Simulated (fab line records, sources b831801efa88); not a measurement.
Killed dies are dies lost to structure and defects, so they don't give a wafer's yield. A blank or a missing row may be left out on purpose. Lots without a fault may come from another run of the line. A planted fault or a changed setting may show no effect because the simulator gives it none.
One fault seen from 2 desks | flow gf180mcu | each desk has only its own numbers; what lay behind them comes last

THE TOOL OWNER'S DESK: implanter-03
The tool's own readings at GF_DNWELL_IMPLANT_07: means of the sampled wafers that have a number, for each lot that ran on this tool. A lot is out of limits, marked OUT, if its mean lies more than 4 standard deviations from the usual mean; the brackets give that distance.
Columns: A = beam_on_s at GF_DNWELL_IMPLANT_07, usual 10.00 s; B = end_station_pressure_torr at GF_DNWELL_IMPLANT_07, usual 5.09e-06 Torr; C = faraday_current_uA at GF_DNWELL_IMPLANT_07, usual 56.4
lot  | first seen here | A               | B                          | C
L993 | day 5 14:59     | 12.91 (+15) OUT | 1.21e-04 (+99 or more) OUT | 44.0 (-12) OUT
L995 | day 6 01:23     | 12.71 (+14) OUT | 1.24e-04 (+99 or more) OUT | 44.8 (-12) OUT
This desk's finding: out of limits on L993, L995; first on L993, day 5 14:59 (beam_on_s at GF_DNWELL_IMPLANT_07). In limits: none.

THE METROLOGY DESK
What the gauges read, lot by lot, whatever tool the lot ran on: means of the sampled wafers that have a number. A lot is out of limits, marked OUT, if its mean lies more than 4 standard deviations from the usual mean; the brackets give that distance.
Columns: A = DNWELL_TW at GF_DNWELL_TW_MEAS_09, usual 1335; B = NWELL_TW at GF_NWELL_TW_MEAS_11, usual 1576; C = VT_IMPLANT_01_OVL at GF_VT_IMPLANT_OVL_MEAS_18, usual 1.3 nm
lot  | first seen here | A               | B    | C
L980 | day 2 21:46     | 1381            | 1613 | 0.8
L981 | day 3 02:40     | 1316            | 1541 | 1.1
L982 | day 3 05:35     | 1318            | 1620 | 2.7
L983 | day 3 13:43     | 1326            | 1545 | 1.0
L984 | day 3 19:02     | 1335            | 1545 | -0.5
L985 | day 3 23:02     | 1330            | 1543 | 1.8
L986 | day 4 02:38     | 1335            | 1621 | 3.8
L987 | day 4 06:18     | 1335            | 1599 | -0.7
L990 | day 5 00:17     | 1316            | 1540 | 0.5
L993 | day 5 15:14     | 1487 (+7.6) OUT | 1595 | 0.4
L995 | day 6 01:38     | 1435 (+5.0) OUT | 1594 | 2.5
L999 | day 6 22:59     | 1344            | 1527 | 2.1
L101 | day 7 09:20     | 1310            | 1603 | -0.7
This desk's finding: out of limits on L993, L995; first on L993, day 5 15:14 (DNWELL_TW at GF_DNWELL_TW_MEAS_09). In limits: L980, L981, L982, L983, L984, L985, L986, L987, L990, L999, L101.

PUT TOGETHER
The tool owner's desk could have raised an alarm at day 5 14:59, on L993, L995.
The metrology desk could have raised an alarm at day 5 15:14, on L993, L995.
Of the lots named, all ran GF_DNWELL_IMPLANT_07 on implanter-03.

WHAT THE SIMULATOR HAD PUT IN
Process parameter drift: implanter-03, from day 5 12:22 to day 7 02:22, at GF_DNWELL_IMPLANT_07. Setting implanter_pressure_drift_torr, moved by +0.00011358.
Process parameter drift: implanter-03, from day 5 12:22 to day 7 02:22, at GF_DNWELL_IMPLANT_07. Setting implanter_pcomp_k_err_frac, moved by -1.
Lots struck among those shown: L993, L995.
Hours from the fault's start to each desk's first reading out of limits: the tool owner's desk, 3; the metrology desk, 3.
